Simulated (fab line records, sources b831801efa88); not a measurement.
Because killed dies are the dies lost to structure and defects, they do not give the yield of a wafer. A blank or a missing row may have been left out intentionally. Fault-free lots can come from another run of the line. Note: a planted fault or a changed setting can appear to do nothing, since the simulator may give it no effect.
A sampling plan put to the test    flow sky130    one line in one fab, 49 faults in these records, each fault weighed on the records of the lots it struck
The line's own looks make up the plan; these are the steps of the route where a gauge or inspection reads the wafer and leaves it unchanged. A look is open to judgement when struck wafers have a number at it and the file gives its usual mean and standard deviation on fault-free wafers. Caught: at a look after the fault's first step, the mean of the struck wafers lies 4 or more of those standard deviations (sigma) from the usual mean. On the tool: the same test on the tool's own readings at the fault's steps. Also counted as caught: the struck wafers showing another recipe, or a record that is empty for them alone.

## THE FAULTS, as the simulator had put them in
1. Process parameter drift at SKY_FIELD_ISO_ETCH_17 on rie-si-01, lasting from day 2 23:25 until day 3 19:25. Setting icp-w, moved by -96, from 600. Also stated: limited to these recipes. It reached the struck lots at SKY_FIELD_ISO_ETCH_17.
2. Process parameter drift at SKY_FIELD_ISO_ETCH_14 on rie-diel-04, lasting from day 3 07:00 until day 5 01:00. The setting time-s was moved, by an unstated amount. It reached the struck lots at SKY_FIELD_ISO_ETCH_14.
3. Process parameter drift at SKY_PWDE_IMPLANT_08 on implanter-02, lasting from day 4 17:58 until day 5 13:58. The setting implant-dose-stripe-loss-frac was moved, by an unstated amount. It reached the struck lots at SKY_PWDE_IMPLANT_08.
4. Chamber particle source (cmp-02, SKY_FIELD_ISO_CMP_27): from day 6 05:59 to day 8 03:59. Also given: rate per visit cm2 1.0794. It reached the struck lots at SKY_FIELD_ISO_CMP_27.
5. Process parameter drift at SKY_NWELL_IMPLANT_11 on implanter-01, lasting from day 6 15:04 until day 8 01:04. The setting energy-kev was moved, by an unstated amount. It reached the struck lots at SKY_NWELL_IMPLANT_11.
6. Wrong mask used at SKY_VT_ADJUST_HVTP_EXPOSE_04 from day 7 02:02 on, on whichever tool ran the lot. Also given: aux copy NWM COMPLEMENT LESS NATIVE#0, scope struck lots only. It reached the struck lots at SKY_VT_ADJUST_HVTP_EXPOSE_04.
7. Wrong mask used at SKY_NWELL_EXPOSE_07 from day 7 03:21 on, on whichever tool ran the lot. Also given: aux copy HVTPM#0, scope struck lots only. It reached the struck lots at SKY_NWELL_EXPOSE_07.
8. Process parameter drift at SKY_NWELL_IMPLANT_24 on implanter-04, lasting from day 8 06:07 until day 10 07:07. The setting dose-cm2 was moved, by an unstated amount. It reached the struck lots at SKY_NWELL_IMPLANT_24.
9. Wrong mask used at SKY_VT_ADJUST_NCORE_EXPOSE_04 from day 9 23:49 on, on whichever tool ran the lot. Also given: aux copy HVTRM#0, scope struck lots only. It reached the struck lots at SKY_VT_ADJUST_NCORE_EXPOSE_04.
10. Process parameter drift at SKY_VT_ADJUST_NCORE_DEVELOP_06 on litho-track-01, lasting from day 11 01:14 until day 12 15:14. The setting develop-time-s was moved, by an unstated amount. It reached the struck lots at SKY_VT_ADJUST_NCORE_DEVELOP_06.
11. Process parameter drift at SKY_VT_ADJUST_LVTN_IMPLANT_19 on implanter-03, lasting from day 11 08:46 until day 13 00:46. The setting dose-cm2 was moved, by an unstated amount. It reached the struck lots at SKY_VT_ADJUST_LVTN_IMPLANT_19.
12. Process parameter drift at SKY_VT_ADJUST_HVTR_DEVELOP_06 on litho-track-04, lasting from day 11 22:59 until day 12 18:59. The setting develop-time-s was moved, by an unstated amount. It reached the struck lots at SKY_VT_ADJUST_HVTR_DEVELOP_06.
13. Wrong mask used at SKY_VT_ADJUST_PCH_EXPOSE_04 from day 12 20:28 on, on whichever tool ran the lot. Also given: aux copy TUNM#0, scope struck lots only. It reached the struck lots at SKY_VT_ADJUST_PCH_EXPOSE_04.
14. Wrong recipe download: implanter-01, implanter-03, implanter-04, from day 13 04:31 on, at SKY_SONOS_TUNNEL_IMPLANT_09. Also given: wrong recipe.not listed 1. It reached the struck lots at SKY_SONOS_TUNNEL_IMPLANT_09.
15. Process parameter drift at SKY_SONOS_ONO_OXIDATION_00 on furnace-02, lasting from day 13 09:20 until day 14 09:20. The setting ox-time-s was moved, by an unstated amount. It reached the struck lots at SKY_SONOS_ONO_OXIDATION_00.
16. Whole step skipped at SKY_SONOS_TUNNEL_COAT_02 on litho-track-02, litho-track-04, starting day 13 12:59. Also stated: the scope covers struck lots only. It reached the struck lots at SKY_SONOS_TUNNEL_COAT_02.
17. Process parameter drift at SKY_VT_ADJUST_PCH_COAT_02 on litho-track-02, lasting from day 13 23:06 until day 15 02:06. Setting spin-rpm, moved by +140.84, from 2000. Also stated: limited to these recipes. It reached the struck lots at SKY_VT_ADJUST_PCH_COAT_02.
18. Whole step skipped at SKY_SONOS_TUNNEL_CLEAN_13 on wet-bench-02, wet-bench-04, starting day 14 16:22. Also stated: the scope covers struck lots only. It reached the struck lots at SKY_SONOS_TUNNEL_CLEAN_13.
19. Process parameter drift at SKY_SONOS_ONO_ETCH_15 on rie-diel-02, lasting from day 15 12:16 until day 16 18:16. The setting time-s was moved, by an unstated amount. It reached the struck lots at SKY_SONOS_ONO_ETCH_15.
20. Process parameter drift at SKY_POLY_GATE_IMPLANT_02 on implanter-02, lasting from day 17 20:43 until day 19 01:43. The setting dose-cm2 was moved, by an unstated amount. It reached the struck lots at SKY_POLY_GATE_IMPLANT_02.
21. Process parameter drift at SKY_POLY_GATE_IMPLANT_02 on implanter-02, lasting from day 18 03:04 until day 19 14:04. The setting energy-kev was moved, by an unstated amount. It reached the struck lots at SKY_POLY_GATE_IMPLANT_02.
22. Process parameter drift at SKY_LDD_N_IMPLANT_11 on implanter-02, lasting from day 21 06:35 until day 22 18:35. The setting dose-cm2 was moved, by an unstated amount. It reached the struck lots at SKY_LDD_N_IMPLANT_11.
23. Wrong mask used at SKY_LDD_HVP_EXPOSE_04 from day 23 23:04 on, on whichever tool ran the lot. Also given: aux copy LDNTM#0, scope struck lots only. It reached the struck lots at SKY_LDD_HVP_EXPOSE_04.
24. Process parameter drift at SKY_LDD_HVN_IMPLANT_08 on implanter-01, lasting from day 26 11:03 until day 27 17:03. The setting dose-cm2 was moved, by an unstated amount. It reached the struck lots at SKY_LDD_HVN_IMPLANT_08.
25. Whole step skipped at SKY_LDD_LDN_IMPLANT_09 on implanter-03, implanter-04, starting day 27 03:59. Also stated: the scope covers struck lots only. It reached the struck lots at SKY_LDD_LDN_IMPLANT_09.
26. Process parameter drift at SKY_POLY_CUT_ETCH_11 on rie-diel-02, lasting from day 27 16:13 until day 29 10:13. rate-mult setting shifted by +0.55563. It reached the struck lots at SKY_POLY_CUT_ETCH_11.
27. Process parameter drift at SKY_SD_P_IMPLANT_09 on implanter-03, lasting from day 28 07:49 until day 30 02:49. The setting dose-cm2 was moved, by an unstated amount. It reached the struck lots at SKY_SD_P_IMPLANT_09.
28. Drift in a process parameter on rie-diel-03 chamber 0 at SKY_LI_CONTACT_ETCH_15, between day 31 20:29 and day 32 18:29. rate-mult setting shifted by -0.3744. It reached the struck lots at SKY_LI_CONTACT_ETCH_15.
29. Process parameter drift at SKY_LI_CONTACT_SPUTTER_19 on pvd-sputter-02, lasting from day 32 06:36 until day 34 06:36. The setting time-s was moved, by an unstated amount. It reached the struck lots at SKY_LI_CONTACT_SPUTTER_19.
30. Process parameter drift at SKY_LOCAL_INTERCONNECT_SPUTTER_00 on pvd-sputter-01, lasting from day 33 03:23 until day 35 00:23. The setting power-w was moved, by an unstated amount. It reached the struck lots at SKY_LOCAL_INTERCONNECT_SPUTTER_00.
31. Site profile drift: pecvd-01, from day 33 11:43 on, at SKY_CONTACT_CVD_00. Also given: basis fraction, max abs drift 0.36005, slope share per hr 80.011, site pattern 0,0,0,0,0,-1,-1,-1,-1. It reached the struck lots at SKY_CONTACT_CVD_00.
32. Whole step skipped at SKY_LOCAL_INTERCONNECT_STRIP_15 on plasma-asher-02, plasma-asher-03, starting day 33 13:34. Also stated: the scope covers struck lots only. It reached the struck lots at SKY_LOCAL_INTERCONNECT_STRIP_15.
33. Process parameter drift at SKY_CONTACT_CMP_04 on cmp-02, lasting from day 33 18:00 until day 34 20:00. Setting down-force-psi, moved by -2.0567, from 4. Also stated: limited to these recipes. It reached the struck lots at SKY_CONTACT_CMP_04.
34. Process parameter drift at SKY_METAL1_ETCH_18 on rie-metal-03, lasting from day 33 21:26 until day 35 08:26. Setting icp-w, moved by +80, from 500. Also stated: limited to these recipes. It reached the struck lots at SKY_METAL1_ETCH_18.
35. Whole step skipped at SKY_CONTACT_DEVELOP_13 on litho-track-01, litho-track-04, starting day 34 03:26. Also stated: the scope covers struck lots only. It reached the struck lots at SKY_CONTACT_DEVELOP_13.
36. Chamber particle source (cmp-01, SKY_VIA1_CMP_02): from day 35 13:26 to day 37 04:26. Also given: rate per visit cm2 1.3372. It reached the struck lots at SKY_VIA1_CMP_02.
37. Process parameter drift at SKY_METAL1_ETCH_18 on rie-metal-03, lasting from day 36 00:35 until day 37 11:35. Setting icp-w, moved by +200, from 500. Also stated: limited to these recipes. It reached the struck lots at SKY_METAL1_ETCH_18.
38. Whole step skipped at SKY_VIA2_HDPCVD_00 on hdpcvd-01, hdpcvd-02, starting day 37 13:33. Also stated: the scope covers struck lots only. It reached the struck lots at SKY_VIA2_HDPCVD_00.
39. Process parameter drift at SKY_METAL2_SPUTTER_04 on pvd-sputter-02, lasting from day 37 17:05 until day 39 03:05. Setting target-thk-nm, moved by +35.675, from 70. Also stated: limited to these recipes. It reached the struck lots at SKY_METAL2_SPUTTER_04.
40. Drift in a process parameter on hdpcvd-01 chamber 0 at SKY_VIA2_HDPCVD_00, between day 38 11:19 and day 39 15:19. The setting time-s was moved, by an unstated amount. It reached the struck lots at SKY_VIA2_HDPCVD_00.
41. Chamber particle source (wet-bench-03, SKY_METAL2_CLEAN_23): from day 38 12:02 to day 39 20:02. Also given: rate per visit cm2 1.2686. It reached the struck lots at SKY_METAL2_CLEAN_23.
42. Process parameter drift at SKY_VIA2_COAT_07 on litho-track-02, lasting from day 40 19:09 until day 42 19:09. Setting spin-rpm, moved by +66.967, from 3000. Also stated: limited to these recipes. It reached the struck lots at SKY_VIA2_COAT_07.
43. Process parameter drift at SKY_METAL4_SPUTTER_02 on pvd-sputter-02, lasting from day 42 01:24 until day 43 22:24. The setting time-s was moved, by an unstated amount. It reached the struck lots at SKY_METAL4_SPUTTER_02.
44. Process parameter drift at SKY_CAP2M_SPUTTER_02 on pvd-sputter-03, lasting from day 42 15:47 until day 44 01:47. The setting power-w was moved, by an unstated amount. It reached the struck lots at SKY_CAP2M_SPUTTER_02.
45. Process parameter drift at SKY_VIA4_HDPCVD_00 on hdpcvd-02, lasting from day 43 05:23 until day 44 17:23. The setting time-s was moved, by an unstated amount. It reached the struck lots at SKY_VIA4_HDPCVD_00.
46. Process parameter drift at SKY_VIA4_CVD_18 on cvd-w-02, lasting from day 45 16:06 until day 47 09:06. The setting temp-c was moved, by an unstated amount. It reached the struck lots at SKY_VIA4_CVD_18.
47. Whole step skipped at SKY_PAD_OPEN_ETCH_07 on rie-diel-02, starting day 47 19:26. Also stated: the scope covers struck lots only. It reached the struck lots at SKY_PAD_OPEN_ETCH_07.
48. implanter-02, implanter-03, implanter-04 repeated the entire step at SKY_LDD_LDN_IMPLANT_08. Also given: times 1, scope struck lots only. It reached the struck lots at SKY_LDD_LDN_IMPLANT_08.
49. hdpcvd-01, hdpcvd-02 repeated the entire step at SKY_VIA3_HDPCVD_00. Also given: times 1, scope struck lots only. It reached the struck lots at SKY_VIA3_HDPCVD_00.

## WHAT THE PLAN SAW
fault  on the tool itself                                first look that catches it                       reading, sigma                                               median hours from its first step to that look  hours from the fault's start to the first struck lot there  judged looks passed uncaught
1      rf-fwd-power-W -50 sigma                          no look after it can be judged                   -                                                            -                                              -                                                           0
2      run-length-s +31 sigma                            no look after it can be judged                   -                                                            -                                              -                                                           0
3      no reading that can be judged                     SKY_NWELL_RS_MEAS_31                             PWDE_RS +9.2                                                 37.9                                           45                                                          0
4      under 2 sigma                                     none of the 4 looks that can be judged after it  -                                                            -                                              -                                                           4
5      beam-energy-keV +99 or beyond sigma               none of the 2 looks that can be judged after it  strongest: NWELL_RS at SKY_NWELL_RS_MEAS_29, -3.9            -                                              -                                                           2
6      under 2 sigma                                     SKY_VT_ADJUST_HVTP_TW_MEAS_11                    VT_ADJUST_HVTP_TW -99 or beyond                              10.6                                           12                                                          0
7      no reading that can be judged                     SKY_NWELL_TW_MEAS_15                             NWELL_TW -81                                                 11.3                                           13                                                          0
8      dose-ions-cm2 +99 or beyond sigma                 none of the 3 looks that can be judged after it  strongest: NWELL_2_TW at SKY_NWELL_TW_MEAS_26, +3.9          -                                              -                                                           3
9      no reading that can be judged                     SKY_VT_ADJUST_NCORE_TW_MEAS_11                   VT_ADJUST_NCORE_TW -60                                       12.0                                           16                                                          0
10     no reading that can be judged                     none of the 4 looks that can be judged after it  strongest: cd-nm at SKY_VT_ADJUST_NCORE_CD_MEAS_07, -2.7     -                                              -                                                           4
11     dose-ions-cm2 -99 or beyond sigma                 SKY_VT_ADJUST_LVTN_TW_MEAS_21                    VT_ADJUST_LVTN_2_TW -5.9                                     0.2                                            5                                                           0
12     no reading that can be judged                     none of the 3 looks that can be judged after it  strongest: cd-nm at SKY_VT_ADJUST_HVTR_CD_MEAS_07, +3.8      -                                              -                                                           3
13     no reading that can be judged                     SKY_VT_ADJUST_PCH_TW_MEAS_10                     VT_ADJUST_PCH_TW -86                                         11.4                                           12                                                          0
14     no reading that can be judged                     SKY_SONOS_TUNNEL_TW_MEAS_12                      SONOS_TUNNEL_TW +99 or beyond                                0.4                                            3                                                           0
15     under 2 sigma                                     SKY_SONOS_ONO_THK_MEAS_01                        SONOS_ONO_OXIDATION_THK +5.8                                 1.4                                            5                                                           0
16     the tool's record is blank for the struck wafers  no look after it can be judged                   -                                                            -                                              -                                                           0
17     spin-speed-rpm +99 or beyond sigma                none of the 2 looks that can be judged after it  -                                                            -                                              -                                                           2
18     no reading that can be judged                     none of the 5 looks that can be judged after it  -                                                            -                                              -                                                           5
19     under 2 sigma                                     no look after it can be judged                   -                                                            -                                              -                                                           0
20     dose-ions-cm2 +99 or beyond sigma                 not the one look that can be judged after it     strongest: POLY_GATE_TW at SKY_RES_PROTECT_TW_MEAS_08, +3.3  -                                              -                                                           1
21     beam-energy-keV -99 or beyond sigma               none of the 2 looks that can be judged after it  strongest: POLY_GATE_TW at SKY_RES_PROTECT_TW_MEAS_08, -2.6  -                                              -                                                           2
22     dose-ions-cm2 -99 or beyond sigma                 no look after it can be judged                   -                                                            -                                              -                                                           0
23     no reading that can be judged                     SKY_LDD_HVP_TW_MEAS_10                           LDD_HVP_TW -99 or beyond                                     15.2                                           16                                                          0
24     dose-ions-cm2 -99 or beyond sigma                 SKY_LDD_HVN_TW_MEAS_10                           LDD_HVN_TW -10                                               0.2                                            22                                                          0
25     the tool's record is blank for the struck wafers  SKY_LDD_LDN_TW_MEAS_13                           LDD_LDN_TW -6.0                                              0.5                                            3                                                           0
26     under 2 sigma                                     no look after it can be judged                   -                                                            -                                              -                                                           0
27     dose-ions-cm2 -99 or beyond sigma                 SKY_SD_N_RS_MEAS_17                              SD_P_RS +8.1                                                 57.4                                           59                                                          0
28     oes-product-au -16 sigma                          no look after it can be judged                   -                                                            -                                              -                                                           0
29     under 2 sigma                                     no look after it can be judged                   -                                                            -                                              -                                                           0
30     cathode-dc-power-W +99 or beyond sigma            SKY_LOCAL_INTERCONNECT_RS_MEAS_01                LOCAL_INTERCONNECT_TIN_RS -4.2                               0.1                                            4                                                           0
31     under 2 sigma                                     SKY_CONTACT_THK_MEAS_01                          CONTACT_CVD_00_THK -11                                       0.0                                            7                                                           0
32     the tool's record is blank for the struck wafers  no look after it can be judged                   -                                                            -                                              -                                                           0
33     head-pressure-psi -99 or beyond sigma             none of the 2 looks that can be judged after it  -                                                            -                                              -                                                           2
34     rf-fwd-power-W +49 sigma                          no look after it can be judged                   -                                                            -                                              -                                                           0
35     no reading that can be judged                     no look after it can be judged                   -                                                            -                                              -                                                           0
36     under 2 sigma                                     not the one look that can be judged after it     -                                                            -                                              -                                                           1
37     rf-fwd-power-W +99 or beyond sigma                no look after it can be judged                   -                                                            -                                              -                                                           0
38     the tool's record is blank for the struck wafers  not the one look that can be judged after it     -                                                            -                                              -                                                           1
39     under 2 sigma                                     SKY_METAL2_THK_MEAS_06                           METAL2_ALCU_THK -5.0                                         3.6                                            8                                                           1
40     run-length-s +86 sigma                            SKY_VIA2_THK_MEAS_01                             VIA2_HDPCVD_THK +15                                          0.1                                            17                                                          0
41     no reading that can be judged                     none of the 6 looks that can be judged after it  -                                                            -                                              -                                                           6
42     spin-speed-rpm +33 sigma                          none of the 2 looks that can be judged after it  -                                                            -                                              -                                                           2
43     under 2 sigma                                     no look after it can be judged                   -                                                            -                                              -                                                           0
44     cathode-dc-power-W -99 or beyond sigma            SKY_CAP2M_RS_MEAS_03                             CAP2M_TIN_RS +13                                             0.1                                            8                                                           0
45     run-length-s +99 or beyond sigma                  SKY_VIA4_THK_MEAS_01                             VIA4_HDPCVD_THK +19                                          0.2                                            7                                                           0
46     susceptor-temp-C -46 sigma                        SKY_VIA4_RS_MEAS_19                              VIA4_W_RS +11                                                0.1                                            3                                                           0
47     the tool's record is blank for the struck wafers  no look after it can be judged                   -                                                            -                                              -                                                           0
48     under 2 sigma                                     SKY_LDD_LDN_TW_MEAS_13                           LDD_LDN_TW +5.6                                              1.0                                            -                                                           0
49     no reading that can be judged                     SKY_VIA3_THK_MEAS_01                             VIA3_HDPCVD_THK +95                                          0.6                                            -                                                           0
Dash: fault not caught, or number not given in these records.

Caught at a look: 21 of 49. Caught on the tool: 26 of 49. By one or the other: 38 of 49.
Faults caught by the tool alone: 1, 2, 5, 8, 16, 17, 20, 21, 22, 28, 32, 33, 34, 37, 38, 42, 47.
Caught at a look alone: faults 3, 6, 7, 9, 13, 14, 15, 23, 31, 39, 48, 49.
Caught by neither: faults 4, 10, 12, 18, 19, 26, 29, 35, 36, 41, 43.

## THINNER SAMPLING
Were the look that catches a fault to measure just every second or every third lot (counted by lot number), the first struck lot would, at worst, be measured this late:
fault  struck lots at that look, in order of time  every lot  every second lot  every third lot
3      L253, L255                                  45 h       may miss all 2    may miss all 2
6      L884                                        12 h       may miss it       may miss it
7      L889                                        13 h       may miss it       may miss it
9      L355                                        16 h       may miss it       may miss it
11     L136, L137                                  5 h        14 h              may miss all 2
13     L862                                        12 h       may miss it       may miss it
14     L634, L635, L636                            3 h        11 h              15 h
15     L209, L210                                  5 h        9 h               may miss all 2
23     L298                                        16 h       may miss it       may miss it
24     L999, L100                                  22 h       24 h              may miss all 2
25     L118, L119                                  3 h        13 h              may miss all 2
27     L429, L431, L433                            59 h       may miss all 3    83 h
30     L615, L616                                  4 h        10 h              may miss all 2
31     L867, L871                                  7 h        may miss all 2    may miss all 2
39     L709, L711                                  8 h        may miss all 2    may miss all 2
40     L536                                        17 h       may miss it       may miss it
44     L469, L472                                  8 h        25 h              may miss all 2
45     L774, L775, L777                            7 h        16 h              may miss all 3
46     L846, L848                                  3 h        may miss all 2    may miss all 2
Hours are from the fault's start to the first struck lot that is measured. 4 sigma limit: tested on the pooled struck wafers, so a lone lot may be under it. Other struck lots may not be in these records.

## THE LONGEST TIMED WAY FROM STEP TO LOOK
Fault 27: a median of 57.4 hours passes between SKY_SD_P_IMPLANT_09 and SKY_SD_N_RS_MEAS_17. No look between them can be judged.
